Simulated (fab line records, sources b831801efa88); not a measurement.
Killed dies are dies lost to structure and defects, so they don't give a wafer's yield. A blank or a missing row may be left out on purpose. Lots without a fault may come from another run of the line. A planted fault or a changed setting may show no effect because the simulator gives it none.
Problem report in the 8D (eight disciplines) form, filled by code | flow gf180mcu | the parts of the form that need people (team, actions taken, sign-off) are left out

1. THE PROBLEM
strip_time_to_endpoint_s at GF_DNWELL_STRIP_08 reads a mean of 37.74 s on 3 wafers of 2 lots; wafers without a fault read 36.98 s with a standard deviation of 0.086. That is +8.8 standard deviations from the usual mean.
The step: strips in O2/N2.
First seen on wafer L132.2, day 6 07:13, on plasma_asher-04. The record holds 38 wafers of 14 lots with a number at this step. Rule for "out", or "out of limits": more than 4 standard deviations from the usual mean. The other wafers with a number count as sound.

2. WHAT IT IS AND WHAT IT IS NOT
question                    | is                       | is not
which readings at this step | strip_time_to_endpoint_s | drypump_motor_current_A, heater_power_w, oes_product_au
which lots                  | L132, L133               | L117, L118, L119, L120, L121, L122, L126, L134, L135, L137, L138, L139
which wafers of those lots  | L132.2, L132.5, L133.5   | L133.3, L133.4
read on which tools         | plasma_asher-04          | plasma_asher-01, plasma_asher-03
when                        | from day 6 07:13         | up to then (20 sound wafers); but 15 sound wafers of L133, L134, L135, L137, L138, L139 came after

3. SUSPECTS, AND WHAT RULES EACH OUT
Counting: a tool at a process step up to the reading stays a suspect if it ran every lot that is out. Sound lots after the first of them don't rule it out here, since some wafers of a struck lot are sound.
- litho_track-03 at GF_DNWELL_COAT_02 (resist thk 3000 nm): kept. It ran every lot that is out, first L132 (day 5 23:19); its last sound lot up to then is L120 (day 3 08:23).
- plasma_asher-04 at GF_DNWELL_STRIP_08 (strips in O2/N2): kept. It ran every lot that is out, first L132 (day 6 07:13); its last sound lot up to then is L126 (day 5 04:50). Its own readings are out on those wafers: strip_time_to_endpoint_s.
Left after counting: litho_track-03 at GF_DNWELL_COAT_02, plasma_asher-04 at GF_DNWELL_STRIP_08.

4. THE CAUSE (what the simulator had put in)
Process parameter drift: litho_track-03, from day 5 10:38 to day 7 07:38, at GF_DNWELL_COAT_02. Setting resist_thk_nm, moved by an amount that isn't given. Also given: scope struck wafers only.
Counting left 2 suspects, and this tool is among them.

5. THE CHAIN OF EFFECTS, in route order
Each row: a reading whose mean over the struck wafers that have a number lies more than 3 standard deviations from the usual. Only readings for which the record gives a usual standard deviation are gone through. hours: the time from each lot's start at the first step in this table that gives one to its start at this step, as a median over the lots. sigmas: the change in usual standard deviations.
hours | step               | reading                  | usual   | on struck wafers | change | sigmas
0     | GF_DNWELL_STRIP_08 | strip_time_to_endpoint_s | 36.98 s | 37.74            | +0.76  | +8.8
The process steps in it:
- GF_DNWELL_STRIP_08: strips in O2/N2.

6. WHAT WOULD HAVE CAUGHT IT SOONER
In this record the first reading out of limits was taken at day 6 07:13, 21 hours after the fault began at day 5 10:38.
Of the lots that are out (2), L133 began GF_DNWELL_COAT_02 on litho_track-03 after day 6 07:13. A hold on the tool at that time would have spared it.
